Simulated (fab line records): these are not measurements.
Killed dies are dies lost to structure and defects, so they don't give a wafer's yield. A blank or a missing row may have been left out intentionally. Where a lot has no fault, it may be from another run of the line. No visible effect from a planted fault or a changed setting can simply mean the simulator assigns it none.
Which tool did it? / flow sky130 / 30 wafers from 10 lots sampled at 5 of the route's 708 steps

## WHAT EACH GAUGE READ, for each wafer
SKY_VT_ADJUST_PCH_TW_MEAS_10. Usual: VT_ADJUST_PCH_TW 140.9, standard deviation 2.3.
lot=L888; measured=day 10 06:28; on=film metro-04; VT_ADJUST_PCH_TW=140.9 140.2 141.7; flag=
lot=L889; measured=day 10 14:18; on=film metro-01; VT_ADJUST_PCH_TW=137.3 137.7 137.5; flag=
lot=L891; measured=day 11 01:29; on=film metro-02; VT_ADJUST_PCH_TW=144.3 144.9 144.4; flag=
lot=L895; measured=day 12 13:08; on=film metro-02; VT_ADJUST_PCH_TW=144.7 143.8 144.3; flag=
lot=L896; measured=day 12 21:26; on=film metro-04; VT_ADJUST_PCH_TW=140.8 140.9 141.0; flag=
lot=L897; measured=day 13 15:05; on=film metro-04; VT_ADJUST_PCH_TW=139.7 140.4 140.4; flag=
lot=L904; measured=day 16 00:11; on=film metro-02; VT_ADJUST_PCH_TW=144.7 145.3 144.6; flag=
lot=L905; measured=day 16 06:35; on=film metro-04; VT_ADJUST_PCH_TW=139.6 140.6 139.4; flag=
lot=L907; measured=day 16 15:26; on=film metro-02; VT_ADJUST_PCH_TW=144.4 144.9 144.2; flag=
lot=L908; measured=day 16 16:28; on=film metro-04; VT_ADJUST_PCH_TW=140.0 140.5 139.4; flag=

SKY_POLY_GATE_THK_MEAS_01. Usual: POLY_GATE_CVD_00_THK 180.6 nm, standard deviation 1.7.
lot=L888; measured=day 13 14:50; on=film metro-02; POLY_GATE_CVD_00_THK (nm)=177.5 176.4 177.2; flag=
lot=L889; measured=day 14 02:43; on=film metro-02; POLY_GATE_CVD_00_THK (nm)=184.0 183.2 181.2; flag=
lot=L891; measured=day 14 16:18; on=film metro-01; POLY_GATE_CVD_00_THK (nm)=183.2 184.7 182.4; flag=
lot=L895; measured=day 16 09:11; on=film metro-02; POLY_GATE_CVD_00_THK (nm)=181.0 179.8 180.3; flag=
lot=L896; measured=day 16 17:24; on=film metro-04; POLY_GATE_CVD_00_THK (nm)=179.5 179.3 180.3; flag=
lot=L897; measured=day 17 12:45; on=film metro-01; POLY_GATE_CVD_00_THK (nm)=178.7 177.8 180.3; flag=
lot=L904; measured=day 20 07:40; on=film metro-04; POLY_GATE_CVD_00_THK (nm)=180.4 180.0 181.7; flag=
lot=L905; measured=day 20 09:15; on=film metro-02; POLY_GATE_CVD_00_THK (nm)=181.9 182.5 180.8; flag=
lot=L907; measured=day 20 20:08; on=film metro-02; POLY_GATE_CVD_00_THK (nm)=107.4 105.7 106.0; flag=OFF
lot=L908; measured=day 21 00:06; on=film metro-04; POLY_GATE_CVD_00_THK (nm)=105.7 106.2 107.7; flag=OFF

## WHICH TOOL RAN EACH LOT (tool, then ch and the chambers of the sampled wafers, then the start)
lot=L888; SKY_VT_ADJUST_NCORE_STRIP_10=plasma asher-02 ch 0,1, day 8 11:18; SKY_VT_ADJUST_PCH_STRIP_09=plasma asher-02 ch 0,1, day 10 06:22; SKY_POLY_GATE_CVD_00=lpcvd-01 ch 1, day 13 13:38
lot=L889; SKY_VT_ADJUST_NCORE_STRIP_10=plasma asher-02 ch 0,1, day 8 18:32; SKY_VT_ADJUST_PCH_STRIP_09=plasma asher-02 ch 0,1, day 10 14:13; SKY_POLY_GATE_CVD_00=lpcvd-01 ch 1, day 14 01:29
lot=L891; SKY_VT_ADJUST_NCORE_STRIP_10=plasma asher-01 ch 0,1, day 9 04:41; SKY_VT_ADJUST_PCH_STRIP_09=plasma asher-03 ch 0,1, day 11 01:23; SKY_POLY_GATE_CVD_00=lpcvd-01 ch 1, day 14 15:05
lot=L895; SKY_VT_ADJUST_NCORE_STRIP_10=plasma asher-02 ch 0,1, day 10 13:08; SKY_VT_ADJUST_PCH_STRIP_09=plasma asher-02 ch 0,1, day 12 13:03; SKY_POLY_GATE_CVD_00=lpcvd-01 ch 1, day 16 07:58
lot=L896; SKY_VT_ADJUST_NCORE_STRIP_10=plasma asher-01 ch 0,1, day 10 21:11; SKY_VT_ADJUST_PCH_STRIP_09=plasma asher-02 ch 1, day 12 21:20; SKY_POLY_GATE_CVD_00=lpcvd-01 ch 0, day 16 16:12
lot=L897; SKY_VT_ADJUST_NCORE_STRIP_10=plasma asher-04 ch 0,1, day 11 13:51; SKY_VT_ADJUST_PCH_STRIP_09=plasma asher-02 ch 0,1, day 13 14:59; SKY_POLY_GATE_CVD_00=lpcvd-01 ch 1, day 17 11:32
lot=L904; SKY_VT_ADJUST_NCORE_STRIP_10=plasma asher-02 ch 0,1, day 13 17:29; SKY_VT_ADJUST_PCH_STRIP_09=plasma asher-04 ch 1, day 16 00:05; SKY_POLY_GATE_CVD_00=lpcvd-01 ch 1, day 20 06:28
lot=L905; SKY_VT_ADJUST_NCORE_STRIP_10=plasma asher-01 ch 0,1, day 14 00:45; SKY_VT_ADJUST_PCH_STRIP_09=plasma asher-03 ch 0,1, day 16 06:29; SKY_POLY_GATE_CVD_00=lpcvd-01 ch 0, day 20 08:02
lot=L907; SKY_VT_ADJUST_NCORE_STRIP_10=plasma asher-02 ch 0,1, day 14 08:08; SKY_VT_ADJUST_PCH_STRIP_09=plasma asher-02 ch 0,1, day 16 15:21; SKY_POLY_GATE_CVD_00=lpcvd-01 ch 0, day 20 18:19
lot=L908; SKY_VT_ADJUST_NCORE_STRIP_10=plasma asher-02 ch 0,1, day 14 09:36; SKY_VT_ADJUST_PCH_STRIP_09=plasma asher-02 ch 0,1, day 16 16:22; SKY_POLY_GATE_CVD_00=lpcvd-01 ch 0, day 20 22:18
- SKY_VT_ADJUST_NCORE_STRIP_10: strips in O2/N2.
- SKY_VT_ADJUST_PCH_STRIP_09: strips in O2/N2.
- SKY_POLY_GATE_CVD_00: deposits poly-Si, target thk 180 nm, time 720 s.

## AS READ BY THE TOOLS THEMSELVES (means over the sampled wafers that have a number; for cases with no such wafer, the mark the record gives instead)
SKY_VT_ADJUST_NCORE_STRIP_10. Usual: drypump motor current A 5.5 A, standard deviation 0.39; o2 flow sccm 2998 sccm, standard deviation 9.1; oes product au 0.716 a.u., standard deviation 0.0041; strip time to endpoint s 14.17 s, standard deviation 0.041.
lot=L888; tool=plasma asher-02; drypump motor current A (A)=5.7; o2 flow sccm (sccm)=3003; oes product au (a.u.)=0.717; strip time to endpoint s (s)=14.21; flag=
lot=L889; tool=plasma asher-02; drypump motor current A (A)=5.7; o2 flow sccm (sccm)=3001; oes product au (a.u.)=0.717; strip time to endpoint s (s)=14.20; flag=
lot=L891; tool=plasma asher-01; drypump motor current A (A)=5.4; o2 flow sccm (sccm)=3003; oes product au (a.u.)=0.716; strip time to endpoint s (s)=14.15; flag=
lot=L895; tool=plasma asher-02; drypump motor current A (A)=5.5; o2 flow sccm (sccm)=2988; oes product au (a.u.)=0.715; strip time to endpoint s (s)=14.21; flag=
lot=L896; tool=plasma asher-01; drypump motor current A (A)=5.3; o2 flow sccm (sccm)=2988; oes product au (a.u.)=0.711; strip time to endpoint s (s)=14.15; flag=
lot=L897; tool=plasma asher-04; drypump motor current A (A)=5.6; o2 flow sccm (sccm)=2994; oes product au (a.u.)=0.714; strip time to endpoint s (s)=14.15; flag=
lot=L904; tool=plasma asher-02; drypump motor current A (A)=5.5; o2 flow sccm (sccm)=2990; oes product au (a.u.)=0.713; strip time to endpoint s (s)=14.17; flag=
lot=L905; tool=plasma asher-01; drypump motor current A (A)=5.4; o2 flow sccm (sccm)=2996; oes product au (a.u.)=0.716; strip time to endpoint s (s)=14.14; flag=
lot=L907; tool=plasma asher-02; drypump motor current A (A)=5.7; o2 flow sccm (sccm)=3006; oes product au (a.u.)=0.715; strip time to endpoint s (s)=14.21; flag=
lot=L908; tool=plasma asher-02; drypump motor current A (A)=5.5; o2 flow sccm (sccm)=3003; oes product au (a.u.)=0.715; strip time to endpoint s (s)=14.18; flag=

SKY_VT_ADJUST_PCH_STRIP_09. Usual: drypump motor current A 5.7 A, standard deviation 0.37; o2 flow sccm 2998 sccm, standard deviation 9.9; oes product au 0.722 a.u., standard deviation 0.0046; strip time to endpoint s 36.88 s, standard deviation 0.094.
lot=L888; tool=plasma asher-02; drypump motor current A (A)=5.5; o2 flow sccm (sccm)=3012; oes product au (a.u.)=0.724; strip time to endpoint s (s)=36.94; flag=
lot=L889; tool=plasma asher-02; drypump motor current A (A)=5.7; o2 flow sccm (sccm)=3000; oes product au (a.u.)=0.721; strip time to endpoint s (s)=36.81; flag=
lot=L891; tool=plasma asher-03; drypump motor current A (A)=5.9; o2 flow sccm (sccm)=2992; oes product au (a.u.)=0.720; strip time to endpoint s (s)=36.86; flag=
lot=L895; tool=plasma asher-02; drypump motor current A (A)=5.5; o2 flow sccm (sccm)=2992; oes product au (a.u.)=0.718; strip time to endpoint s (s)=36.88; flag=
lot=L896; tool=plasma asher-02; drypump motor current A (A)=5.9; o2 flow sccm (sccm)=2999; oes product au (a.u.)=0.719; strip time to endpoint s (s)=36.85; flag=
lot=L897; tool=plasma asher-02; drypump motor current A (A)=5.7; o2 flow sccm (sccm)=2997; oes product au (a.u.)=0.722; strip time to endpoint s (s)=36.79; flag=
lot=L904; tool=plasma asher-04; drypump motor current A (A)=5.0; o2 flow sccm (sccm)=2993; oes product au (a.u.)=0.730; strip time to endpoint s (s)=36.90; flag=
lot=L905; tool=plasma asher-03; drypump motor current A (A)=5.8; o2 flow sccm (sccm)=2996; oes product au (a.u.)=0.723; strip time to endpoint s (s)=36.96; flag=
lot=L907; tool=plasma asher-02; drypump motor current A (A)=5.7; o2 flow sccm (sccm)=3005; oes product au (a.u.)=0.726; strip time to endpoint s (s)=36.97; flag=
lot=L908; tool=plasma asher-02; drypump motor current A (A)=5.7; o2 flow sccm (sccm)=3009; oes product au (a.u.)=0.723; strip time to endpoint s (s)=36.96; flag=

SKY_POLY_GATE_CVD_00. Usual: spike tc bottom C 637.6 C, standard deviation 2.8; spike tc centre C 620.8 C, standard deviation 1.6; spike tc lower C 619.9 C, standard deviation 1.3; spike tc top C 637.8 C, standard deviation 1.5; spike tc upper C 620.3 C, standard deviation 1; susceptor temp C 619.97 C, standard deviation 0.27; zone power lower pct 7.96 %, standard deviation 0.092; zone power upper pct 9.18 %, standard deviation 0.27.
lot=L888; tool=lpcvd-01; spike tc bottom C (C)=633.9; spike tc centre C (C)=622.1; spike tc lower C (C)=620.6; spike tc top C (C)=636.4; spike tc upper C (C)=619.9; susceptor temp C (C)=620.15; zone power lower pct (%)=7.96; zone power upper pct (%)=9.40; flag=
lot=L889; tool=lpcvd-01; spike tc bottom C (C)=635.1; spike tc centre C (C)=621.5; spike tc lower C (C)=619.7; spike tc top C (C)=636.6; spike tc upper C (C)=619.5; susceptor temp C (C)=620.26; zone power lower pct (%)=7.87; zone power upper pct (%)=9.37; flag=
lot=L891; tool=lpcvd-01; spike tc bottom C (C)=635.1; spike tc centre C (C)=622.2; spike tc lower C (C)=619.6; spike tc top C (C)=637.0; spike tc upper C (C)=620.9; susceptor temp C (C)=619.90; zone power lower pct (%)=7.96; zone power upper pct (%)=9.49; flag=
lot=L895; tool=lpcvd-01; spike tc bottom C (C)=634.9; spike tc centre C (C)=621.5; spike tc lower C (C)=617.6; spike tc top C (C)=636.4; spike tc upper C (C)=620.3; susceptor temp C (C)=619.98; zone power lower pct (%)=7.89; zone power upper pct (%)=9.46; flag=
lot=L896; tool=lpcvd-01; spike tc bottom C (C)=640.2; spike tc centre C (C)=619.6; spike tc lower C (C)=620.5; spike tc top C (C)=638.9; spike tc upper C (C)=620.2; susceptor temp C (C)=619.96; zone power lower pct (%)=8.04; zone power upper pct (%)=8.88; flag=
lot=L897; tool=lpcvd-01; spike tc bottom C (C)=634.5; spike tc centre C (C)=621.5; spike tc lower C (C)=618.7; spike tc top C (C)=636.6; spike tc upper C (C)=620.1; susceptor temp C (C)=619.82; zone power lower pct (%)=7.93; zone power upper pct (%)=9.45; flag=
lot=L904; tool=lpcvd-01; spike tc bottom C (C)=634.1; spike tc centre C (C)=622.9; spike tc lower C (C)=617.9; spike tc top C (C)=636.9; spike tc upper C (C)=620.5; susceptor temp C (C)=619.67; zone power lower pct (%)=8.00; zone power upper pct (%)=9.43; flag=
lot=L905; tool=lpcvd-01; spike tc bottom C (C)=640.4; spike tc centre C (C)=619.8; spike tc lower C (C)=621.1; spike tc top C (C)=638.8; spike tc upper C (C)=620.4; susceptor temp C (C)=619.60; zone power lower pct (%)=8.03; zone power upper pct (%)=8.95; flag=
lot=L907; tool=lpcvd-01; spike tc bottom C (C)=618.3; spike tc centre C (C)=595.9; spike tc lower C (C)=597.9; spike tc top C (C)=617.0; spike tc upper C (C)=597.2; susceptor temp C (C)=597.06; zone power lower pct (%)=7.49; zone power upper pct (%)=8.34; flag=OFF
lot=L908; tool=lpcvd-01; spike tc bottom C (C)=617.9; spike tc centre C (C)=596.5; spike tc lower C (C)=596.8; spike tc top C (C)=615.9; spike tc upper C (C)=597.9; susceptor temp C (C)=597.23; zone power lower pct (%)=7.42; zone power upper pct (%)=8.28; flag=OFF

## THE ANSWER, worked out from the rows above alone
Rule: take the mean of a lot's wafers that have a number; if it is more than 3 standard deviations from the usual mean, the lot is off. A lot without any number at a reading at which 4 lots or more have one is off too. All remaining lots with rows at the step are treated as sound. The gauges are gone through in route order, then the tools' own readings, and for those a lot's mean is taken as printed above. The first step at which some lot is off is used, and at that step the reading that is off furthest; a lot without a number counts as furthest.
Off: at SKY_POLY_GATE_THK_MEAS_01 (POLY_GATE_CVD_00_THK), L907, L908.
A tool fits if, at a process step before that reading, it ran every lot that is off, and no sound lot after the first of them. The gauges at SKY_POLY_GATE_THK_MEAS_01 aren't tried: what is off there is off at SKY_POLY_GATE_CVD_00 too, on other tools, and a gauge's error can't cause that. 2 tools fit, plasma asher-02 at SKY_VT_ADJUST_NCORE_STRIP_10 and SKY_VT_ADJUST_PCH_STRIP_09 and lpcvd-01 at SKY_POLY_GATE_CVD_00, so this cannot tell which one it is.

## WHAT HAD BEEN PUT IN BY THE SIMULATOR
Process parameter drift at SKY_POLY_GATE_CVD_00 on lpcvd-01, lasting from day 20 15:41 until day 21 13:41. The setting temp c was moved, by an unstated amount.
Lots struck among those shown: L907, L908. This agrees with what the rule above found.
